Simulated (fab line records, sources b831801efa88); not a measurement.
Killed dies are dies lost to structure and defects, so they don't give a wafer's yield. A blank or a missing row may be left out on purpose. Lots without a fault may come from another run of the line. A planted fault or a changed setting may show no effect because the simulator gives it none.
A struck lot beside a sound one | flow gf180mcu | 18 steps out of a route of 602
Sound: wafers L606.2, L606.4, L606.6. Struck: wafer L620.4. (L620.5, L620.6 of the same lot were not struck and are left out.) The cause comes at the end.
At each step with rows: each side's tool, then ch and its chambers, then its first start. Under that, the readings that differ: sound wafers | struck wafers | difference of the means | sigmas: that difference in standard deviations of wafers without a fault.
alike: readings whose means differ by less than 2 such deviations, and words and numbers that are the same on both sides. not compared: withheld readings, readings that some wafer has no value for, bounds like >300 that may hide the same value, and numbers for which the record gives no deviation and whose values overlap.
The two part at a step that has a row with sigmas, a row that says differs or no value, or rows on one side only. Numbers that don't overlap but have no deviation are shown without sigmas and don't part them. A reading that every wafer of one side lacks parts them only if that side has two wafers or more.

first, 2 steps without rows for these wafers: GF_CONTACT_PEB_12 (peb time 90 s); GF_CONTACT_DEVELOP_13 (develop time 60 s).
GF_CONTACT_CD_MEAS_14: target cd 220 nm.
  sound on cd_sem-01, day 16 20:56; struck on cd_sem-01, day 22 00:58
  alike: cd_nm
GF_CONTACT_OVL_MEAS_15:
  sound on overlay-02, day 16 21:03; struck on overlay-02, day 22 01:03
  alike: CONTACT_OVL
GF_CONTACT_ETCH_16: etches BARC in N2/H2.
  sound on rie_diel-04 ch 1,3, day 16 21:05; struck on rie_diel-04 ch 2, day 22 01:05
  alike: drypump_motor_current_A, oes_product_au, throttle_valve_pct
GF_CONTACT_ETCH_17: etches SiO2 in C4F8/O2/Ar, stops on CoSi2, target depth 860 nm.
  sound on rie_diel-04 ch 1,3; struck on rie_diel-04 ch 2
  alike: oes_product_au
GF_CONTACT_STRIP_18: strips in O2/N2.
  sound on plasma_asher-01 ch 0,1, day 16 21:14; struck on plasma_asher-01 ch 0, day 22 01:16
  alike: drypump_motor_current_A, heater_power_w, oes_product_au
  not compared: rf_hours_counter_h
then, 4 steps without rows for these wafers: GF_CONTACT_CLEAN_19 (cleans in SPM); GF_CONTACT_CLEAN_20 (cleans in DIW); GF_CONTACT_CLEAN_21 (cleans in dHF, time 20 s); GF_CONTACT_SPUTTER_22 (material Ti, target thk 15 nm, time 80.02 s).
GF_CONTACT_SPUTTER_23: material TiN, target thk 10 nm, time 40 s.
  sound on pvd_sputter-01, day 16 21:37; struck on pvd_sputter-04, day 22 01:37
  alike: throttle_valve_pct
GF_CONTACT_CVD_24: deposits W, target thk 300 nm, time 90.339 s.
  sound on cvd_w-02 ch 0,1, day 16 21:39; struck on cvd_w-02 ch 1, day 22 01:41
  reading                               | sound             | struck | difference | sigmas
  model.W_of_CONTACT_CVD_24.thk_nm (nm) | 296.4 301.8 302.5 | 394.5  | +94.3      |
  alike: heater_power_w
GF_CONTACT_RS_MEAS_25: measures by four-point-probe.
  sound on film_metro-03, day 16 21:46; struck on film_metro-01, day 22 01:49
  reading               | sound             | struck | difference | sigmas
  CONTACT_W_RS (ohm/sq) | 0.388 0.380 0.380 | 0.290  | -0.093     | -20
GF_CONTACT_THK_MEAS_26: measures by xrf.
  sound on film_metro-03, day 16 21:53; struck on film_metro-01, day 22 01:55
  reading            | sound       | struck | difference | sigmas
  CONTACT_W_THK (nm) | 291 297 296 | 397    | +102       | +20
GF_CONTACT_CMP_27: polishes, stops on SiO2, t overpolish 15 s, target thk 0 nm.
  sound on cmp-01 ch 1,2,3, day 16 21:56; struck on cmp-02 ch 3, day 22 01:56
  reading                | sound    | struck | difference | sigmas
  time_to_endpoint_s (s) | 68 76 70 | 91     | +20        | +6
  alike: motor_current_A
GF_M1_SPUTTER_00: material Ti, target thk 37.5 nm, time 150 s.
  sound on pvd_sputter-04, day 16 22:14; struck on pvd_sputter-02, day 22 02:14
  alike: throttle_valve_pct
GF_PASSIVATION_PROBE_99:
  the record has rows for the sound wafers here (prober-02, day 30 01:19) and none for the struck ones

WHERE THEY PART
First at GF_CONTACT_RS_MEAS_25; last, within this record, at GF_PASSIVATION_PROBE_99.

WHY: what the simulator had put in
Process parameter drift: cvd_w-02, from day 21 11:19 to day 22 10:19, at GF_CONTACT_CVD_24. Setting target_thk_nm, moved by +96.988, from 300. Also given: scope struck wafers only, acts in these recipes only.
